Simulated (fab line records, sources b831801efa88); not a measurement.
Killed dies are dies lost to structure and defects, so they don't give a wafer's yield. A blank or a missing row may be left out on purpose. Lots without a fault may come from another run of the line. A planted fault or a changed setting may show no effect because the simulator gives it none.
fab line records | flow sky130
record lots=15 wafers=43 last_day=50
route steps=708 shown SD_N@349 LI_CONTACT@382 LOCAL_INTERCONNECT@395
lots that met no fault: from a run of the same line without faults
start_h: hours from the record's first day to the start of the lot's first wafer shown | wait_h: hours since the lot's step before | " the same as in the row above | L1.1+2: a row that stands for several wafers | - no value, or no start given | * or withheld: withheld | < > ~ a bound
route shown NAME@n: a module of which the file shows steps, and the number in the route of the first | usual: mean/standard deviation of fault-free wafers | same: alike in all rows | chamber/n: place in a boat | sites: the reading at each site | _std_site: their standard deviation | _edge_site: outer sites' mean less inner sites' | radius_mm: how far each site lies from the wafer's centre | mask NAME#n: copy n | behind: the tool/chamber that last shaped the wafer | hold: why the lot was held/for how many hours/how that ended | device: the transistor (n, p or np) that didn't switch | end of line: the same wafers' tests at the end of the route | a step without rows: its recipe alone | killed: dies lost to structure and defects at the first sort, not the wafer's yield | map: a wafer's dies, x killed, . not, _ none there
set.NAME: the setting as run; set.NAME@STEP: as run at that earlier step | model.NAME: the simulator's own value behind a step, which no gauge read
steps of the route over a sample of lots; a table a step, a row a wafer
services: from which hour (start_h, from the record's first day; less than 0 if before it) a tool's chamber was out of use, for how many hours, and why
## steps
# step SKY_SD_N_CD_MEAS_07
# recipe target_cd_nm=380
# usual cd_nm=379.8/2.5
# columns lot.wafer tool chamber start_h wait_h cd_nm
L995.1 cd_sem-02 - 637.77 0.1 381.7
L995.4 " - " " 382.4
L995.6 " - " " 384.1
L996.1 cd_sem-02 - 643.67 0.1 375.7
L996.2 " - " " 377.7
L996.6 " - " " 377.4
L997.1 cd_sem-02 - 660.63 0.1 378.9
L997.6 " - " " 379.3
L998.1 cd_sem-02 - 666.56 0.1 382.4
L998.3 " - " " 383.3
L998.6 " - " " 383.5
L999.1 cd_sem-01 - 676.86 0.1 384.0
L999.4 " - " " 381.2
L999.6 " - " " 383.6
L100.1 cd_sem-02 - 682.82 0.1 381.1
L100.5 " - " " 384.2
L107.3 cd_sem-02 - 730.47 0.1 380.2
L107.4 " - " " 382.5
L107.5 " - " " 380.7
L108.1 cd_sem-01 - 737.98 0.1 380.0
L108.2 " - " " 379.0
L108.5 " - " " 377.6
L109.1 cd_sem-02 - 749.47 0.1 378.0
L109.5 " - " " 378.0
L109.6 " - " " 377.8
L112.1 cd_sem-02 - 773.38 0.1 375.7
L112.4 " - " " 380.5
L112.5 " - " " 378.9
L114.2 cd_sem-02 - 793.09 0.1 376.3
L114.4 " - " " 378.7
L114.6 " - " " 376.3
L113.1 cd_sem-01 - 795.27 0.1 377.4
L113.4 " - " " 379.1
L113.5 " - " " 378.0
L115.1 cd_sem-01 - 804.50 0.2 381.2
L115.3 " - " " 378.6
L115.5 " - " " 381.5
L116.1 cd_sem-01 - 806.47 0.1 377.9
L116.3 " - " " 378.8
L116.6 " - " " 378.6
L117.2 cd_sem-01 - 809.19 0.1 379.0
L117.3 " - " " 378.7
L117.5 " - " " 382.1
# step SKY_SD_N_TW_MEAS_12
# usual SD_N_TW=4017/34
# columns lot.wafer tool chamber start_h wait_h SD_N_TW
L995.1 film_metro-02 - 638.34 0.1 4010
L995.4 " - " " 4021
L995.6 " - " " 4021
L996.1 film_metro-04 - 644.22 0.1 4059
L996.2 " - " " 4056
L996.6 " - " " 4057
L997.1 film_metro-03 - 661.19 0.1 3947
L997.6 " - " " 3956
L998.1 film_metro-04 - 667.12 0.1 4040
L998.3 " - " " 4070
L998.6 " - " " 4035
L999.1 film_metro-03 - 677.42 0.1 3945
L999.4 " - " " 3933
L999.6 " - " " 3943
L100.1 film_metro-04 - 683.37 0.1 4032
L100.5 " - " " 4008
L107.3 film_metro-04 - 731.01 0.1 4036
L107.4 " - " " 4027
L107.5 " - " " 4037
L108.1 film_metro-04 - 738.54 0.1 4048
L108.2 " - " " 4047
L108.5 " - " " 4060
L109.1 film_metro-04 - 750.02 0.1 4039
L109.5 " - " " 4058
L109.6 " - " " 4041
L112.1 film_metro-03 - 773.94 0.1 4003
L112.4 " - " " 3986
L112.5 " - " " 4019
L114.2 film_metro-04 - 793.64 0.1 4056
L114.4 " - " " 4043
L114.6 " - " " 4047
L113.1 film_metro-02 - 795.82 0.1 3983
L113.4 " - " " 3982
L113.5 " - " " 4000
L115.1 film_metro-02 - 805.06 0.1 4014
L115.3 " - " " 4004
L115.5 " - " " 4001
L116.1 film_metro-04 - 807.03 0.1 4047
L116.3 " - " " 4060
L116.6 " - " " 4057
L117.2 film_metro-04 - 809.74 0.1 4037
L117.3 " - " " 4042
L117.5 " - " " 4052
# step SKY_LI_CONTACT_SPUTTER_20
# recipe material=TiN target_thk_nm=20 chamber_pressure_pa=5 power_w=4000 time_s=80
# usual chamber_pressure_pa=5.001/0.0096 throttle_valve_pct=29.5/1.5
# columns lot.wafer tool chamber start_h wait_h chamber_pressure_pa throttle_valve_pct
L995.1 pvd_sputter-02 - 668.50 0.0 4.992 30.9
L995.4 " - " " 4.991 26.9
L995.6 " - " " 4.999 30.7
L996.1 pvd_sputter-02 - 674.12 0.0 5.002 30.4
L996.2 " - " " 5.000 30.9
L996.6 " - " " 5.003 30.3
L997.1 pvd_sputter-01 - 690.72 0.0 4.999 32.0
L997.6 " - " " 5.016 28.5
L998.1 pvd_sputter-03 - 697.25 0.0 5.006 29.6
L998.3 " - " " 5.009 29.1
L998.6 " - " " 5.012 31.4
L999.1 pvd_sputter-01 - 707.42 0.0 5.003 28.9
L999.4 " - " " 5.010 29.0
L999.6 " - " " 5.006 28.8
L100.1 pvd_sputter-03 - 711.97 0.0 4.999 29.0
L100.5 " - " " 5.008 30.2
L107.3 pvd_sputter-02 - 758.65 0.0 4.987 30.5
L107.4 " - " " 5.005 28.5
L107.5 " - " " 4.995 30.2
L108.1 pvd_sputter-03 - 765.92 0.0 4.994 29.2
L108.2 " - " " 4.997 28.6
L108.5 " - " " 4.996 28.9
L109.1 pvd_sputter-03 - 777.42 0.0 5.009 29.0
L109.5 " - " " 4.992 31.4
L109.6 " - " " 4.999 30.1
L112.1 pvd_sputter-02 - 801.42 0.0 5.012 26.6
L112.4 " - " " 4.995 28.3
L112.5 " - " " 5.013 28.5
L114.2 pvd_sputter-02 - 821.52 0.0 4.995 28.6
L114.4 " - " " 4.993 27.0
L114.6 " - " " 4.995 26.8
L113.1 pvd_sputter-01 - 823.61 0.0 5.013 29.1
L113.4 " - " " 5.007 28.7
L113.5 " - " " 5.015 31.9
L115.1 pvd_sputter-02 - 833.41 0.0 4.996 28.7
L115.3 " - " " 5.008 26.7
L115.5 " - " " 5.002 30.3
L116.1 pvd_sputter-02 - 835.17 0.0 4.995 26.9
L116.3 " - " " 4.982 30.5
L116.6 " - " " 5.001 30.4
L117.2 pvd_sputter-01 - 838.12 0.0 4.999 29.3
L117.3 " - " " 5.005 28.7
L117.5 " - " " 5.002 28.6
# step SKY_LOCAL_INTERCONNECT_EXPOSE_08
# recipe mask_id=LI1M na=0.8 source_shape=annular sigma_inner=0.55 sigma_outer=0.85 target_cd_nm=170 dose_mj=28
# same sigma_outer=0.85
# columns lot.wafer tool chamber start_h wait_h mask
L995.1+4+6 krf_scanner-02 0 683.87 - LI1M#0
L996.1+2+6 krf_scanner-02 0 689.41 - LI1M#0
L997.1+6 krf_scanner-02 0 705.08 - LI1M#0
L998.1+3+6 krf_scanner-02 0 711.53 - LI1M#0
L999.1+4+6 krf_scanner-01 0 722.07 - LI1M#0
L100.1+5 krf_scanner-02 0 725.97 - LI1M#0
L107.3+4+5 krf_scanner-01 0 772.65 - LI1M#0
L108.1+2+5 krf_scanner-01 0 780.08 - LI1M#0
L109.1+5+6 krf_scanner-01 0 791.52 - LI1M#0
L112.1+4+5 krf_scanner-02 0 815.64 - LI1M#0
L114.2+4+6 krf_scanner-01 0 836.06 - LI1M#0
L113.1+4+5 krf_scanner-02 0 838.39 - LI1M#0
L115.1+3+5 krf_scanner-02 0 847.30 - LI1M#0
L116.1+3+6 krf_scanner-01 0 849.64 - LI1M#0
L117.2+3+5 krf_scanner-02 0 852.09 - LI1M#0
# step SKY_LOCAL_INTERCONNECT_CD_MEAS_11
# recipe target_cd_nm=170
# usual cd_nm=169.9/1.8
# columns lot.wafer tool chamber start_h wait_h hold cd_nm
L995.1 cd_sem-02 - 697.13 - - 169.5
L995.4 " - " " - 167.1
L995.6 " - " " - 168.5
L996.1 cd_sem-02 - 702.80 - - 168.5
L996.2 " - " " - 168.5
L996.6 " - " " - 168.9
L997.1 cd_sem-01 - 718.35 - await_dispo/0.2h/release 134.6
L997.6 " - " " await_dispo/0.2h/release 171.1
L997.1 cd_sem-01 - 718.63 0.3 - 134.3
L997.6 " - " " - 170.8
L998.1 cd_sem-01 - 724.53 - await_dispo/0.2h/release 136.3
L998.3 " - " " await_dispo/0.2h/release 171.7
L998.6 " - " " await_dispo/0.2h/release 172.6
L998.1 cd_sem-01 - 725.00 0.4 - 136.6
L998.3 " - " " - 171.6
L998.6 " - " " - 172.5
L999.1 cd_sem-01 - 734.68 - - 172.2
L999.4 " - " " - 170.9
L999.6 " - " " - 171.1
L100.1 cd_sem-02 - 738.80 - await_dispo/0.2h/release 134.4
L100.5 " - " " await_dispo/0.2h/release 169.9
L100.1 cd_sem-02 - 739.08 0.3 - 134.9
L100.5 " - " " - 169.9
L107.3 cd_sem-02 - 785.59 - - 167.6
L107.4 " - " " - 169.6
L107.5 " - " " - 169.1
L108.1 cd_sem-01 - 793.10 - - 171.1
L108.2 " - " " - 169.0
L108.5 " - " " - 171.8
L109.1 cd_sem-01 - 804.38 - - 167.1
L109.5 " - " " - 166.7
L109.6 " - " " - 167.3
L112.1 cd_sem-01 - 828.67 - - 168.1
L112.4 " - " " - 167.6
L112.5 " - " " - 169.5
L114.2 cd_sem-02 - 849.12 - - 170.0
L114.4 " - " " - 171.5
L114.6 " - " " - 170.8
L113.1 cd_sem-02 - 851.24 - - 170.5
L113.4 " - " " - 171.7
L113.5 " - " " - 171.4
L115.1 cd_sem-01 - 860.37 - - 167.2
L115.3 " - " " - 167.4
L115.5 " - " " - 168.3
L116.1 cd_sem-02 - 862.40 - - 169.8
L116.3 " - " " - 170.8
L116.6 " - " " - 170.8
L117.2 cd_sem-01 - 865.54 - - 169.1
L117.3 " - " " - 169.1
L117.5 " - " " - 169.5
## services
# columns tool chamber start_h hours kind
krf_scanner-02 - 647.94 0.8 pm
krf_scanner-01 - 652.21 0.1 repair
krf_scanner-01 - 656.06 0.8 pm
krf_scanner-01 - 657.45 1.0 pm
pvd_sputter-02 - 679.99 4.8 repair
pvd_sputter-01 - 698.47 2.4 repair
krf_scanner-02 - 701.49 0.4 repair
krf_scanner-01 - 709.52 1.3 pm
krf_scanner-01 - 711.88 5.7 repair
krf_scanner-01 - 712.76 0.4 repair
pvd_sputter-03 - 716.76 8.5 repair
pvd_sputter-01 - 744.92 1.3 repair
pvd_sputter-01 - 759.12 6.3 repair
krf_scanner-01 - 789.70 1.5 repair
krf_scanner-02 - 799.05 1.0 pm
krf_scanner-02 - 801.22 1.3 pm
krf_scanner-02 - 807.03 4.0 pm
krf_scanner-02 - 816.74 0.8 pm
krf_scanner-01 - 824.86 0.8 pm
krf_scanner-01 - 826.45 1.0 pm
krf_scanner-01 - 845.24 3.6 pm
## key
first_sign step=SKY_LOCAL_INTERCONNECT_CD_MEAS_11 reading=visit direction=added
effect step=SKY_LOCAL_INTERCONNECT_CD_MEAS_11 reading=cd_nm direction=down sigmas=20 usual=169.9 struck=135.1
met_at SKY_LOCAL_INTERCONNECT_EXPOSE_08
struck_lots L997,L998,L100
struck_wafers L997.1,L998.1,L100.1
later_rows_left_out L997.1,L998.1,L100.1
sort_left_out L997.1,L998.1,L100.1
tester_left_out L997,L998,L100
not_acting_at SKY_SD_N_CD_MEAS_07,SKY_SD_N_TW_MEAS_12,SKY_LI_CONTACT_SPUTTER_20
onset_between 689.41 705.08
fault kind=process_parameter_drift tool=krf_scanner-02 chamber=- onset_h=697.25 steps=SKY_LOCAL_INTERCONNECT_EXPOSE_08 channel=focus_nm offset=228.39 shape=step end_h=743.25 scope=struck_wafers_only
# tester_left_out: of these lots the tester's yield and bins aren't shown, on N5 and GAA mostly nor the transistor test; their killed dies are dies lost to structure and defects alone, not to doping, threshold or leakage, so they don't give the yield
# sort_left_out: the simulated sort isn't trusted on such a fault, so these wafers' sort isn't shown, and their yield isn't known
# later_rows_left_out: the simulator's readings of these wafers behind a module that went badly wrong aren't trusted and aren't shown, but for the sort
